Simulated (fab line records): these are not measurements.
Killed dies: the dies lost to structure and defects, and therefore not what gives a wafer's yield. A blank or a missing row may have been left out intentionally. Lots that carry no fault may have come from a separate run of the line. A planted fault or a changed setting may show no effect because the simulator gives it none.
Which tool was responsible?	flow sky130	30 wafers from 10 lots sampled at 6 of the route's 708 steps

== WHAT THE GAUGES READ, wafer by wafer ==
SKY_VIA3_CD_MEAS_12: the cd target is 200 nm.
lot	measured	on	cd nm (nm)
L635	day 40 13:34	cd sem-02	200.9 199.3 198.4
L636	day 41 03:21	cd sem-02	201.0 199.5 197.9
L639	day 41 21:33	cd sem-01	198.7 199.2 198.8
L640	day 42 00:57	cd sem-02	199.2 200.8 198.9
L645	day 43 12:58	cd sem-01	197.6 198.9 199.2
L647	day 44 00:47	cd sem-02	201.6 202.6 201.8
L651	day 45 04:26	cd sem-01	199.9 199.5 200.4
L652	day 45 10:33	cd sem-02	200.7 199.8 201.3
L655	day 46 01:27	cd sem-02	200.3 198.8 198.1
L656	day 46 16:12	cd sem-02	198.2 197.0 198.8

SKY_CAP2M_RS_MEAS_03: the measuring method here is four-point-probe.
lot	measured	on	CAP2M_TIN_RS (ohm/sq)
L635	day 40 15:35	film metro-03	6.96 6.89 7.02
L636	day 41 05:16	film metro-04	6.79 6.76 6.74
L639	day 41 23:26	film metro-04	6.70 6.82 6.77
L640	day 42 02:52	film metro-02	6.91 6.88 6.90
L645	day 43 14:53	film metro-02	5.19 6.89 5.19
L647	day 44 02:40	film metro-02	6.94 5.24 6.93
L651	day 45 06:32	film metro-03	6.80 6.91 6.80
L652	day 45 12:28	film metro-03	6.80 6.92 6.76
L655	day 46 03:25	film metro-04	6.79 6.72 6.71
L656	day 46 18:04	film metro-02	6.93 6.90 6.93

SKY_CAP2M_THK_MEAS_04: measures by xrf.
lot	measured	on	CAP2M_TIN_THK (nm)
L635	day 40 15:42	film metro-03	196.3 198.1 194.5
L636	day 41 05:23	film metro-04	200.8 200.9 201.2
L639	day 41 23:33	film metro-04	203.7 200.7 201.4
L640	day 42 02:59	film metro-02	197.0 198.0 197.7
L645	day 43 15:00	film metro-02	260.7 197.6 260.9
L647	day 44 02:47	film metro-02	197.9 259.5 197.6
L651	day 45 06:38	film metro-03	200.8 196.9 199.9
L652	day 45 12:35	film metro-03	201.1 197.5 201.5
L655	day 46 03:32	film metro-04	201.9 203.2 203.6
L656	day 46 18:11	film metro-02	196.9 197.8 197.4

== TOOL THAT RAN EACH LOT (tool first, then ch and the chambers of the sampled wafers, then the start) ==
lot	SKY_VIA3_ETCH_14	SKY_CAP2M_CVD_00	SKY_CAP2M_SPUTTER_02
L635	rie diel-03 ch 2,3, day 40 13:43	pecvd-03 ch 1,2, day 40 15:23	pvd sputter-02, day 40 15:28
L636	rie diel-02 ch 0,2,3, day 41 03:31	pecvd-04 ch 1,2, day 41 05:04	pvd sputter-01, day 41 05:10
L639	rie diel-02 ch 0,1,3, day 41 21:43	pecvd-02 ch 0,1,2, day 41 23:14	pvd sputter-03, day 41 23:19
L640	rie diel-01 ch 0,1,3, day 42 01:07	pecvd-02 ch 0,1, day 42 02:40	pvd sputter-01, day 42 02:45
L645	rie diel-03 ch 0,1,3, day 43 13:07	pecvd-03 ch 0,2, day 43 14:40	pvd sputter-01, day 43 14:46
L647	rie diel-03 ch 1,2, day 44 00:57	pecvd-04 ch 1,2, day 44 02:28	pvd sputter-01, day 44 02:33
L651	rie diel-01 ch 0,1, day 45 04:33	pecvd-02 ch 0,1,2, day 45 06:19	pvd sputter-03, day 45 06:23
L652	rie diel-01 ch 0,3, day 45 10:43	pecvd-02 ch 1,2, day 45 12:16	pvd sputter-03, day 45 12:21
L655	rie diel-01 ch 1,2,3, day 46 01:37	pecvd-02 ch 0,2, day 46 03:14	pvd sputter-02, day 46 03:19
L656	rie diel-02 ch 0,3, day 46 16:22	pecvd-03 ch 0,1,2, day 46 17:53	pvd sputter-02, day 46 17:58
- SKY_VIA3_ETCH_14: etches BARC in N2/H2, stops on SiO2, time 45.9 s, target depth 60 nm.
- SKY_CAP2M_CVD_00: deposits SiO2, target thk 15.5 nm.
- SKY_CAP2M_SPUTTER_02: material TiN, target thk 200 nm, time 166.7 s.

== AS READ BY THE TOOLS THEMSELVES (means over the sampled wafers that have a number; for cases with no such wafer, the mark the record gives instead) ==
SKY_VIA3_ETCH_14.
lot	tool	drypump motor current A (A)	oes product au (a.u.)	throttle valve pct (%)
L635	rie diel-03	5.9	0.854	13.229
L636	rie diel-02	5.9	0.850	13.225
L639	rie diel-02	5.8	0.866	13.225
L640	rie diel-01	5.6	0.856	13.216
L645	rie diel-03	5.6	0.857	13.224
L647	rie diel-03	6.0	0.852	13.225
L651	rie diel-01	5.6	0.851	13.220
L652	rie diel-01	5.6	0.857	13.229
L655	rie diel-01	5.5	0.855	13.232
L656	rie diel-02	6.0	0.853	13.225

SKY_CAP2M_CVD_00.
lot	tool	heater power w (W)
L635	pecvd-03	767
L636	pecvd-04	707
L639	pecvd-02	830
L640	pecvd-02	642
L645	pecvd-03	693
L647	pecvd-04	691
L651	pecvd-02	755
L652	pecvd-02	860
L655	pecvd-02	670
L656	pecvd-03	699

SKY_CAP2M_SPUTTER_02.
lot	tool	chamber pressure pa (Pa)	throttle valve pct (%)
L635	pvd sputter-02	0.4004	28.8
L636	pvd sputter-01	0.3991	30.0
L639	pvd sputter-03	0.3996	30.5
L640	pvd sputter-01	0.3999	29.9
L645	pvd sputter-01	0.4000	30.0
L647	pvd sputter-01	0.4002	29.8
L651	pvd sputter-03	0.4002	30.1
L652	pvd sputter-03	0.4003	30.0
L655	pvd sputter-02	0.4001	30.3
L656	pvd sputter-02	0.3994	29.6

== THE ANSWER, worked out from the rows above alone ==
Rule: usual is defined by the lots themselves. Put in order of their means at a reading, lots are off if they are a third of the lots or fewer, leave a main group of 4 or more, and stand apart from it by a gap of 3 or more times the standard deviation of the main group's means; of several such gaps the widest counts. A main group is skipped when, at the precision printed for the reading in the tables above, its means are all equal. Also off: a lot with no number at a reading for which 4 or more lots have one. Where the step has rows for the other lots, those lots are counted as sound. The gauges are gone through in route order, then the tools' own readings, and for those a lot's mean is taken as printed above. The first step at which some lot is off is used, and at that step the reading that is off furthest; a lot without a number counts as furthest.
Off: at SKY_CAP2M_RS_MEAS_03 (CAP2M_TIN_RS), L645, L647. Main group: mean 6.84 ohm/sq, sd 0.075.
If a tool, at a process step before that reading, ran all the lots that are off and no sound lot after the first of them, it fits. The gauges at SKY_CAP2M_RS_MEAS_03 are tried like those tools. Can't be told from this: 2 tools fit, rie diel-03 at SKY_VIA3_ETCH_14, pvd sputter-01 at SKY_CAP2M_SPUTTER_02.

== WHAT THE SIMULATOR HAD PUT IN ==
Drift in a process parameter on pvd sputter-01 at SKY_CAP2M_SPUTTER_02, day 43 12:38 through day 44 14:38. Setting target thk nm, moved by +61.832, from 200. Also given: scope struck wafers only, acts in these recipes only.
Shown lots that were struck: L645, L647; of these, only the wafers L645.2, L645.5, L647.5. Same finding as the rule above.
